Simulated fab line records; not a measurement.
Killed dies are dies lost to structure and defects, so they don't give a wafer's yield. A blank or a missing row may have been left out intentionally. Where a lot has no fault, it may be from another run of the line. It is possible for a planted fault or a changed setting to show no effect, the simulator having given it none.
Matching of chambers + flow sky130 + SKY_VIA4_CMP_02 on cmp-02 has 4 sister chambers
The step polishes SiO2. 4 wafers are shown with their chamber, then 12 later ones without.

## WAFERS, EACH WITH ITS CHAMBER
| wafer  | chamber | motor current A (A) |
|--------|---------|---------------------|
| L077.5 | 3       | 13.9                |
| L082.1 | 0       | 12.6                |
| L084.5 | 2       | 12.9                |
| L084.6 | 1       | 12.2                |

## WAFERS WHOSE CHAMBER IS MISSING
| wafer  | motor current A (A) |
|--------|---------------------|
| L087.2 | 11.9                |
| L087.3 | 11.9                |
| L087.5 | 12.1                |
| L090.2 | 13.7                |
| L090.3 | 13.4                |
| L090.5 | 12.4                |
| L091.3 | 13.5                |
| L091.4 | 12.3                |
| L091.6 | 13.3                |
| L093.2 | 13.0                |
| L093.3 | 12.1                |
| L093.4 | 12.4                |

## WHICH CHAMBER EACH ONE RAN IN
| wafer  | from the rows above          | in truth |
|--------|------------------------------|----------|
| L087.2 | can't be placed: 1 or 0      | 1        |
| L087.3 | can't be placed: 1 or 0      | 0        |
| L087.5 | can't be placed: 1 or 0      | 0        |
| L090.2 | 3                            | 3        |
| L090.3 | can't be placed: 2 or 3 or 0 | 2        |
| L090.5 | can't be placed: 0 or 1 or 2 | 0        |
| L091.3 | can't be placed: 3 or 2 or 0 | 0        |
| L091.4 | can't be placed: 1 or 0 or 2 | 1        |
| L091.6 | can't be placed: 2 or 3 or 0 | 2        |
| L093.2 | can't be placed: 2 or 0      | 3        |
| L093.3 | can't be placed: 1 or 0      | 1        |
| L093.4 | can't be placed: 0 or 1 or 2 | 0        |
1 of 12 placed correctly. Not placeable from these rows: 11 (in 10, the candidates include the true chamber). Placed wrongly: 0.
How it was worked out, from the rows above alone: a wafer's distance from a chamber is the root of the sum, over the readings, of the square of ((its reading less the chamber's mean) divided by the reading's scatter). The wafer belongs to the nearest chamber; if the next one is less than 2 further off, it can't be placed. For every chamber, the mean is computed from those of its wafers that are shown. The scatter (one wafer shown for each chamber): square how far every hidden wafer sits from the nearest shown wafer, average those squares and take the square root.
